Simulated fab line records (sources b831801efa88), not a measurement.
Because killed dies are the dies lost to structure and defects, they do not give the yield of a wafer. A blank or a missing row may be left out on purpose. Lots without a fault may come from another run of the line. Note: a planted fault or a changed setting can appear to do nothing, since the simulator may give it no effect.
fab line records -- flow sky130
record: lots: 6, wafers: 18, last_day: 49
route steps=708 shown LDD_HVP@285 LDD_LDN@289 PAD_OPEN@708
lots that met no fault: taken from a fault-free run of the same line
start_h: the number of hours between the record's first day and the start of the first shown wafer of the lot -- wait_h: hours elapsed since this lot's preceding step -- " repeats the value in the row above -- L1.1+2: several wafers, shown together as one row -- - no value, or no start was given -- * or withheld: withheld -- < > ~ a bound
route shown NAME@n: a module of which the file shows steps, and the number in the route of the first -- usual: mean/standard deviation of fault-free wafers -- same: alike in all rows -- chamber/n: place in a boat -- sites: the reading at each site -- _std_site: their standard deviation -- _edge_site: the outer-site mean with the inner-site mean subtracted -- radius_mm: for every site, how far away it sits from the centre of the wafer -- mask NAME#n: copy n -- behind: the most recent tool/chamber to have shaped the wafer -- hold: reason for holding the lot/hours on hold/outcome of the hold -- device: the n, p or np transistor that did not switch -- end of line: tests run on the same wafers once the route is complete -- step lacking rows: just its recipe -- killed: dies that structure and defects cost at the first sort, which is not the same as the wafer's yield -- map: per-die view of a wafer (x killed, . not killed, _ where there is no die)
set.NAME: the run value of the setting; set.NAME@STEP: its run value at that earlier step -- model.NAME: the simulator's own value behind a step, which no gauge read
lots at selected steps of the route; one table per step, one row per wafer
services: from which hour (start_h, from the record's first day; less than 0 if before it) a tool's chamber was out of use, for how many hours, and why
== steps ==
step: SKY_LDD_HVP_OVL_MEAS_07
usual: LDD_HVP_OVL: -1.1/1.2
lot.wafer,tool,chamber,start_h,wait_h,LDD_HVP_OVL[nm]
L951.1,overlay-01,-,525.09,0.1,-2.0
L951.2,overlay-01,-,525.09,0.1,-2.5
L951.4,overlay-01,-,525.09,0.1,-1.1
L952.1,overlay-02,-,538.39,0.1,-1.2
L952.2,overlay-02,-,538.39,0.1,-0.7
L952.6,overlay-02,-,538.39,0.1,-1.3
L957.1,overlay-02,-,569.94,0.1,-2.6
L957.3,overlay-02,-,569.94,0.1,-3.5
L957.4,overlay-02,-,569.94,0.1,-2.5
L962.1,overlay-01,-,603.27,0.1,-1.6
L962.5,overlay-01,-,603.27,0.1,-2.1
L962.6,overlay-01,-,603.27,0.1,-0.2
L965.1,overlay-02,-,629.39,0.1,-3.2
L965.4,overlay-02,-,629.39,0.1,-0.7
L965.6,overlay-02,-,629.39,0.1,-3.0
L969.1,overlay-02,-,658.26,0.1,0.8
L969.4,overlay-02,-,658.26,0.1,-1.0
L969.6,overlay-02,-,658.26,0.1,-0.5
step: SKY_LDD_HVP_IMPLANT_08
recipe: species: B, energy_kev: 20, dose_cm2: 1.7e+13, tilt_deg: 17.9
step: SKY_LDD_HVP_STRIP_09
recipe: chemistry: O2/N2, power_w: 1400, pressure_mtorr: 1500, platen_temp_c: withheld, o2_flow_sccm: 3000, n2_flow_sccm: 300, overash_fraction: 0.5
usual: drypump_motor_current_A: 5.61/0.24, oes_product_au: 0.409/0.0042, strip_time_to_endpoint_s: 4.138/0.013
lot.wafer,tool,chamber,start_h,wait_h,drypump_motor_current_A,oes_product_au,rf_hours_counter_h,strip_time_to_endpoint_s
L951.1,plasma_asher-01,1,525.27,0.1,5.71,0.414,34,4.144
L951.2,plasma_asher-01,0,525.27,0.1,5.55,0.404,34,4.151
L951.4,plasma_asher-01,1,525.27,0.1,5.74,0.402,-,4.119
L952.1,plasma_asher-01,0,538.57,0.1,5.55,0.409,35,4.147
L952.2,plasma_asher-01,1,538.57,0.1,5.68,0.410,35,4.140
L952.6,plasma_asher-01,1,538.57,0.1,5.71,0.400,-,4.146
L957.1,plasma_asher-01,0,570.12,0.1,5.57,0.407,39,4.143
L957.3,plasma_asher-01,0,570.12,0.1,5.57,0.412,-,4.132
L957.4,plasma_asher-01,1,570.12,0.1,5.66,0.414,-,4.126
L962.1,plasma_asher-01,1,603.45,0.1,5.69,0.408,43,4.146
L962.5,plasma_asher-01,0,603.45,0.1,5.56,0.408,-,4.143
L962.6,plasma_asher-01,1,603.45,0.1,5.67,0.409,-,4.146
L965.1,plasma_asher-04,1,629.57,0.1,5.91,0.407,96,4.140
L965.4,plasma_asher-04,1,629.57,0.1,5.93,0.411,-,4.148
L965.6,plasma_asher-04,1,629.57,0.1,5.91,0.413,-,4.149
L969.1,plasma_asher-01,0,658.45,0.1,5.56,0.409,48,4.119
L969.4,plasma_asher-01,0,658.45,0.1,5.56,0.411,-,4.144
L969.6,plasma_asher-01,1,658.45,0.1,5.76,0.407,-,4.130
step: SKY_LDD_HVP_TW_MEAS_10
usual: LDD_HVP_TW: 455.8/2.8
lot.wafer,tool,chamber,start_h,wait_h,LDD_HVP_TW
L951.1,film_metro-02,-,525.37,0.1,453.1
L951.2,film_metro-02,-,525.37,0.1,451.7
L951.4,film_metro-02,-,525.37,0.1,451.2
L952.1,film_metro-04,-,538.67,0.1,455.7
L952.2,film_metro-04,-,538.67,0.1,455.6
L952.6,film_metro-04,-,538.67,0.1,457.5
L957.1,film_metro-02,-,570.22,0.1,447.9
L957.3,film_metro-02,-,570.22,0.1,452.2
L957.4,film_metro-02,-,570.22,0.1,451.9
L962.1,film_metro-04,-,603.55,0.1,456.9
L962.5,film_metro-04,-,603.55,0.1,454.3
L962.6,film_metro-04,-,603.55,0.1,454.7
L965.1,film_metro-02,-,629.67,0.1,454.0
L965.4,film_metro-02,-,629.67,0.1,456.0
L965.6,film_metro-02,-,629.67,0.1,453.1
L969.1,film_metro-02,-,658.55,0.1,453.1
L969.4,film_metro-02,-,658.55,0.1,455.2
L969.6,film_metro-02,-,658.55,0.1,453.5
step: SKY_LDD_LDN_DEHYDRATE_00
recipe: temp_c: 200, time_s: 60
step: SKY_LDD_LDN_HMDS_01
recipe: prime_time_s: 60, prime_temp_c: 120
step: SKY_LDD_LDN_COAT_02
recipe: resist: NOVOLAK, spin_rpm: 3000, resist_thk_nm: 1140
step: SKY_LDD_LDN_SOFTBAKE_03
recipe: temp_c: 90, time_s: 60, resist: NOVOLAK
step: SKY_LDD_LDN_EXPOSE_04
recipe: mask_id: LDNTM, na: 0.6, source_shape: conventional, sigma_outer: 0.6, polarization: unpolarized, target_cd_nm: 700, dose_mj: 140
step: SKY_LDD_LDN_PEB_05
recipe: temp_c: withheld, time_s: *, resist: NOVOLAK
step: SKY_LDD_LDN_DEVELOP_06
recipe: resist: NOVOLAK, developer: TMAH, develop_time_s: 60, dev_temp_c: 23
step: SKY_LDD_LDN_OVL_MEAS_07
usual: LDD_LDN_OVL: 0.3/1.4
lot.wafer,tool,chamber,start_h,wait_h,LDD_LDN_OVL[nm]
L951.1,overlay-02,-,555.28,0.1,0.3
L951.2,overlay-02,-,555.28,0.1,0.7
L951.4,overlay-02,-,555.28,0.1,2.0
L952.1,overlay-02,-,568.71,0.1,-1.2
L952.2,overlay-02,-,568.71,0.1,-1.9
L952.6,overlay-02,-,568.71,0.1,1.3
L957.1,overlay-01,-,599.78,0.1,-0.3
L957.3,overlay-01,-,599.78,0.1,1.1
L957.4,overlay-01,-,599.78,0.1,-0.3
L962.1,overlay-01,-,633.13,0.1,-1.2
L962.5,overlay-01,-,633.13,0.1,0.6
L962.6,overlay-01,-,633.13,0.1,0.2
L965.1,overlay-02,-,659.16,0.1,0.6
L965.4,overlay-02,-,659.16,0.1,1.1
L965.6,overlay-02,-,659.16,0.1,0.8
L969.1,overlay-02,-,686.51,0.1,0.1
L969.4,overlay-02,-,686.51,0.1,0.8
L969.6,overlay-02,-,686.51,0.1,-1.5
step: SKY_LDD_LDN_IMPLANT_08
recipe: species: As, energy_kev: 15, dose_cm2: 1.25e+13, tilt_deg: withheld, rotation_deg: 23
usual: dose_ions_cm2: 1.2498e+13/1.4e+10, faraday_current_uA: 70.5/1.5
lot.wafer,tool,chamber,start_h,wait_h,dose_ions_cm2,faraday_current_uA
L951.1,implanter-04,0,555.32,0.0,1.2529e+13,68.1
L951.2,implanter-04,0,555.32,0.0,1.2537e+13,69.9
L951.4,implanter-04,0,555.32,0.0,1.2523e+13,74.1
L952.1,implanter-01,0,568.75,0.0,1.2505e+13,68.9
L952.2,implanter-01,0,568.75,0.0,1.2493e+13,68.6
L952.6,implanter-01,0,568.75,0.0,1.2502e+13,70.5
L957.1,implanter-04,0,599.82,0.0,1.24e+12,7.1
L957.3,implanter-04,0,599.82,0.0,1.229e+12,6.9
L957.4,implanter-04,0,599.82,0.0,1.243e+12,7.3
L962.1,implanter-04,0,633.17,0.0,1.255e+12,6.9
L962.5,implanter-04,0,633.17,0.0,1.257e+12,7.0
L962.6,implanter-04,0,633.17,0.0,1.25e+12,6.8
L965.1,implanter-03,0,659.20,0.0,1.2484e+13,67.1
L965.4,implanter-03,0,659.20,0.0,1.251e+13,72.3
L965.6,implanter-03,0,659.20,0.0,1.2477e+13,71.4
L969.1,implanter-01,0,686.55,0.0,1.2475e+13,69.8
L969.4,implanter-01,0,686.55,0.0,1.2473e+13,70.7
L969.6,implanter-01,0,686.55,0.0,1.2485e+13,70.3
step: SKY_LDD_LDN_IMPLANT_09
recipe: species: As, energy_kev: 15, dose_cm2: 1.25e+13, tilt_deg: withheld, rotation_deg: 113
step: SKY_LDD_LDN_IMPLANT_10
recipe: species: As, energy_kev: 15, dose_cm2: 1.25e+13, tilt_deg: withheld, rotation_deg: 203
step: SKY_LDD_LDN_IMPLANT_11
recipe: species: As, energy_kev: 15, dose_cm2: 1.25e+13, tilt_deg: withheld, rotation_deg: 293
step: SKY_LDD_LDN_STRIP_12
recipe: chemistry: O2/N2, power_w: 1400, pressure_mtorr: 1500, platen_temp_c: withheld, o2_flow_sccm: 3000, n2_flow_sccm: 300, overash_fraction: 0.5
usual: drypump_motor_current_A: 5.6/0.34, oes_product_au: 0.715/0.0042, strip_time_to_endpoint_s: 14.20/0.04
lot.wafer,tool,chamber,start_h,wait_h,drypump_motor_current_A,oes_product_au,rf_hours_counter_h,strip_time_to_endpoint_s
L951.1,plasma_asher-02,1,555.92,0.1,6.0,0.723,13,14.20
L951.2,plasma_asher-02,0,555.92,0.1,5.4,0.721,13,14.20
L951.4,plasma_asher-02,1,555.92,0.1,6.0,0.718,-,14.21
L952.1,plasma_asher-03,0,569.95,0.2,5.1,0.719,80,14.22
L952.2,plasma_asher-03,1,569.95,0.2,5.9,0.718,80,14.18
L952.6,plasma_asher-03,1,569.95,0.2,5.9,0.711,-,14.17
L957.1,plasma_asher-03,1,600.42,0.1,5.8,0.716,84,14.19
L957.3,plasma_asher-03,1,600.42,0.1,5.9,0.715,-,14.23
L957.4,plasma_asher-03,0,600.42,0.1,5.1,0.710,-,14.18
L962.1,plasma_asher-03,0,633.77,0.1,5.1,0.706,87,14.17
L962.5,plasma_asher-03,1,633.77,0.1,5.9,0.716,-,14.17
L962.6,plasma_asher-03,0,633.77,0.1,5.1,0.714,-,14.16
L965.1,plasma_asher-04,1,659.80,0.1,5.9,0.713,99,14.22
L965.4,plasma_asher-04,0,659.80,0.1,5.4,0.714,-,14.23
L965.6,plasma_asher-04,0,659.80,0.1,5.4,0.724,-,14.22
L969.1,plasma_asher-02,1,687.15,0.1,6.1,0.712,24,14.27
L969.4,plasma_asher-02,1,687.15,0.1,6.0,0.710,-,14.20
L969.6,plasma_asher-02,1,687.15,0.1,6.0,0.727,-,14.20
step: SKY_LDD_LDN_TW_MEAS_13
usual: LDD_LDN_TW: 1473/12
lot.wafer,tool,chamber,start_h,wait_h,LDD_LDN_TW
L951.1,film_metro-02,-,556.02,0.1,1462
L951.2,film_metro-02,-,556.02,0.1,1459
L951.4,film_metro-02,-,556.02,0.1,1463
L952.1,film_metro-01,-,570.05,0.1,1483
L952.2,film_metro-01,-,570.05,0.1,1478
L952.6,film_metro-01,-,570.05,0.1,1481
L957.1,film_metro-01,-,600.52,0.1,1368
L957.3,film_metro-01,-,600.52,0.1,1377
L957.4,film_metro-01,-,600.52,0.1,1372
L962.1,film_metro-03,-,633.87,0.1,1356
L962.5,film_metro-03,-,633.87,0.1,1349
L962.6,film_metro-03,-,633.87,0.1,1350
L965.1,film_metro-03,-,659.90,0.1,1449
L965.4,film_metro-03,-,659.90,0.1,1447
L965.6,film_metro-03,-,659.90,0.1,1449
L969.1,film_metro-01,-,687.25,0.1,1479
L969.4,film_metro-01,-,687.25,0.1,1480
L969.6,film_metro-01,-,687.25,0.1,1482
step: SKY_LDD_LDN_CLEAN_14
recipe: chemistry: SC1/SC2, mix: 1:4:20, temp_c: 70, time_s: 150, dry: n2_spin
step: SKY_PAD_OPEN_PROBE_99
usual: killed_at_M0_to_M3: 43/6.1, killed_at_M4_up: 3.5/2, killed_at_contacts: 25/5.1, killed_at_front_end: 14/4.2, killed_at_other: 0.3/0.55, killed_dies: 86/8.3, killed_open: 46/7.2, killed_short: 39/6
same: gross_dies: 492, killed_at_back_side: 0
lot.wafer,tool,chamber,start_h,wait_h,killed_at_M0_to_M3,killed_at_M4_up,killed_at_contacts,killed_at_front_end,killed_at_other,killed_dies,killed_open,killed_short,model.etest.tip_sonos.rs_ohm_sq
L951.1,prober-02,-,1098.92,0.1,44,4,26,16,0,90,39,51,2757
L951.2,prober-02,-,1098.97,0.1,35,3,28,14,0,80,34,46,2790
L951.4,prober-02,-,1099.07,0.2,49,2,32,17,0,100,48,52,2809
L952.1,prober-01,-,1106.64,0.1,41,5,25,17,0,88,56,32,2695
L952.2,prober-01,-,1106.69,0.1,53,5,26,12,0,96,54,42,2736
L952.6,prober-01,-,1106.89,0.2,35,5,21,11,0,72,35,37,2763
L957.1,prober-02,-,1126.76,0.1,40,5,22,12,0,79,34,45,3033
L957.3,prober-02,-,1126.86,0.2,48,2,29,6,0,85,56,28,3054
L957.4,prober-02,-,1126.91,0.2,42,3,26,9,1,81,46,35,3015
L962.1,prober-01,-,1147.35,0.1,29,1,31,19,0,80,40,40,3092
L962.5,prober-01,-,1147.55,0.2,51,3,27,25,0,106,64,42,3056
L962.6,prober-01,-,1147.60,0.2,41,4,28,15,0,88,39,48,3072
L965.1,prober-02,-,1162.79,0.1,36,5,37,11,0,89,49,40,2622
L965.4,prober-02,-,1162.94,0.2,45,2,23,9,0,79,49,30,2648
L965.6,prober-02,-,1163.04,0.2,51,2,27,17,1,98,62,36,2717
L969.1,prober-01,-,1181.80,0.1,42,2,29,13,0,86,54,32,2721
L969.4,prober-01,-,1181.95,0.2,49,4,25,11,1,90,54,35,2618
L969.6,prober-01,-,1182.05,0.2,51,5,22,13,0,91,49,42,2709
killed by level:class
L951.1 VIA1:geometric_particle:open=12 CONTACT:geometric_particle:open=7 METAL1:geometric_particle:short=7 FIELD_ISO:geometric_particle:short=6 METAL2:geometric_particle:short=6 CONTACT:geometric_particle:short=5 LI_CONTACT:geometric_particle:open=5 LOCAL_INTERCONNECT:geometric_particle:short=5
L951.2 VIA3:geometric_particle:open=9 LI_CONTACT:geometric_particle:open=7 CONTACT:geometric_particle:short=7 CONTACT:geometric_particle:open=5 METAL1:geometric_particle:short=5 VIA3:geometric_particle:short=5 LI_CONTACT:geometric_particle:short=4 POLY_GATE:geometric_particle:short=4
L951.4 CONTACT:geometric_particle:open=10 VIA3:geometric_particle:open=10 CONTACT:geometric_particle:short=7 METAL1:geometric_particle:short=7 FIELD_ISO:geometric_particle:open=6 VIA2:geometric_particle:open=6 METAL3:geometric_particle:short=6 FIELD_ISO:geometric_particle:short=5
L952.1 CONTACT:geometric_particle:open=9 VIA2:geometric_particle:open=9 VIA1:geometric_particle:open=9 POLY_GATE:geometric_particle:short=7 LI_CONTACT:geometric_particle:open=7 VIA3:geometric_particle:open=5 FIELD_ISO:geometric_particle:open=4 SPACER:geometric_particle:open=4
L952.2 VIA2:geometric_particle:open=13 CONTACT:geometric_particle:open=12 VIA1:geometric_particle:open=10 VIA2:geometric_particle:short=6 CONTACT:geometric_particle:short=5 METAL1:geometric_particle:short=5 VIA1:geometric_particle:short=5 METAL4:geometric_particle:short=5
L952.6 VIA1:geometric_particle:open=10 CONTACT:geometric_particle:open=7 CONTACT:geometric_particle:short=6 METAL1:geometric_particle:short=5 VIA1:geometric_particle:short=4 LI_CONTACT:geometric_particle:open=4 METAL2:geometric_particle:short=4 VIA3:geometric_particle:open=4
L957.1 VIA1:geometric_particle:open=12 METAL1:geometric_particle:short=10 CONTACT:geometric_particle:open=8 CONTACT:geometric_particle:short=7 VIA1:geometric_particle:short=5 FIELD_ISO:geometric_particle:short=4 LI_CONTACT:geometric_particle:open=3 VIA2:geometric_particle:open=3
L957.3 CONTACT:geometric_particle:open=14 VIA1:geometric_particle:open=14 LI_CONTACT:geometric_particle:open=8 VIA2:geometric_particle:open=7 METAL1:geometric_particle:short=5 VIA3:geometric_particle:open=4 METAL2:geometric_particle:short=4 VIA1:geometric_particle:short=3
L957.4 VIA1:geometric_particle:open=15 CONTACT:geometric_particle:short=7 CONTACT:geometric_particle:open=6 LOCAL_INTERCONNECT:geometric_particle:short=5 VIA2:geometric_particle:open=5 LI_CONTACT:geometric_particle:open=4 VIA3:geometric_particle:open=4 METAL2:geometric_particle:short=3
L962.1 CONTACT:geometric_particle:open=10 LI_CONTACT:geometric_particle:open=9 FIELD_ISO:geometric_particle:open=7 CONTACT:geometric_particle:short=7 METAL3:geometric_particle:short=7 POLY_GATE:geometric_particle:short=5 VIA1:geometric_particle:open=5 FIELD_ISO:geometric_particle:short=4
L962.5 VIA1:geometric_particle:open=14 LI_CONTACT:geometric_particle:open=10 VIA3:geometric_particle:open=10 FIELD_ISO:geometric_particle:short=7 CONTACT:geometric_particle:open=6 FIELD_ISO:geometric_particle:open=5 VIA2:geometric_particle:open=5 METAL1:geometric_particle:short=5
L962.6 CONTACT:geometric_particle:open=9 CONTACT:geometric_particle:short=7 METAL2:geometric_particle:short=7 METAL1:geometric_particle:short=7 VIA1:geometric_particle:open=6 LI_CONTACT:geometric_particle:open=6 LOCAL_INTERCONNECT:geometric_particle:short=5 VIA2:geometric_particle:open=5
L965.1 CONTACT:geometric_particle:open=11 VIA1:geometric_particle:open=9 LOCAL_INTERCONNECT:geometric_particle:short=8 CONTACT:geometric_particle:short=8 VIA3:geometric_particle:open=8 LI_CONTACT:geometric_particle:open=6 METAL2:geometric_particle:short=6 VIA2:geometric_particle:open=5
L965.4 VIA1:geometric_particle:open=13 LI_CONTACT:geometric_particle:open=10 VIA3:geometric_particle:open=7 VIA2:geometric_particle:short=4 CONTACT:geometric_particle:short=4 CONTACT:geometric_particle:open=4 METAL1:geometric_particle:short=4 VIA2:geometric_particle:open=4
L965.6 LI_CONTACT:geometric_particle:open=14 VIA3:geometric_particle:open=10 CONTACT:geometric_particle:open=7 METAL2:geometric_particle:short=7 VIA2:geometric_particle:open=7 POLY_GATE:geometric_particle:open=6 VIA1:geometric_particle:open=6 METAL3:geometric_particle:short=6
L969.1 CONTACT:geometric_particle:open=14 VIA2:geometric_particle:open=10 VIA1:geometric_particle:open=8 VIA3:geometric_particle:open=6 CONTACT:geometric_particle:short=5 METAL1:geometric_particle:short=5 FIELD_ISO:geometric_particle:short=4 LI_CONTACT:geometric_particle:open=4
L969.4 VIA1:geometric_particle:open=11 CONTACT:geometric_particle:open=10 VIA3:geometric_particle:open=9 CONTACT:geometric_particle:short=8 VIA2:geometric_particle:open=6 LI_CONTACT:geometric_particle:open=6 METAL1:geometric_particle:short=6 FIELD_ISO:geometric_particle:open=4
L969.6 VIA3:geometric_particle:open=13 CONTACT:geometric_particle:open=10 METAL1:geometric_particle:short=7 VIA1:geometric_particle:open=7 VIA2:geometric_particle:short=6 POLY_GATE:geometric_particle:short=5 METAL2:geometric_particle:short=5 VIA2:geometric_particle:open=5
== services ==
tool,chamber,start_h,hours,kind
implanter-03,-,502.11,3.4,repair
implanter-03,-,535.33,1.1,repair
plasma_asher-02,-,541.07,0.7,repair
implanter-03,-,553.65,0.6,repair
plasma_asher-02,-,559.16,28.1,pm
implanter-04,-,583.46,4.0,pm
plasma_asher-01,-,597.76,4.1,repair
plasma_asher-02,-,611.32,0.3,repair
plasma_asher-03,-,612.80,1.3,repair
implanter-03,-,626.92,2.0,pm
plasma_asher-01,-,659.93,5.7,repair
plasma_asher-01,-,662.99,1.3,repair
implanter-03,-,678.24,2.0,repair
== key ==
first_sign: step: SKY_LDD_LDN_IMPLANT_08, reading: dose_ions_cm2, direction: down, sigmas: 99+, usual: *, struck: *
effect: step: SKY_LDD_LDN_IMPLANT_08, reading: faraday_current_uA, direction: down, sigmas: 42, usual: 70.5, struck: 7.0
effect: step: SKY_LDD_LDN_TW_MEAS_13, reading: LDD_LDN_TW, direction: down, sigmas: 9.5, usual: 1473, struck: 1362
model_effect: step: SKY_PAD_OPEN_PROBE_99, value: etest.tip_sonos.rs_ohm_sq, without: 2679, struck: 3054
met_at SKY_LDD_LDN_IMPLANT_08
struck_wafers L957.1,L957.3,L957.4,L962.1,L962.5,L962.6
tester_left_out L957,L962
onset_between 555.32 599.82
fault: kind: process_parameter_drift, tool: implanter-04, chamber: -, onset_h: 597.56, steps: SKY_LDD_LDN_IMPLANT_08, channel: dose_cm2, offset: *, shape: step, end_h: 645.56, acts_in: *, stated: *
tester_left_out: of these lots the tester's yield and bins aren't shown, on N5 and GAA mostly nor the transistor test; their killed dies are dies lost to structure and defects alone, not to doping, threshold or leakage, so they don't give the yield
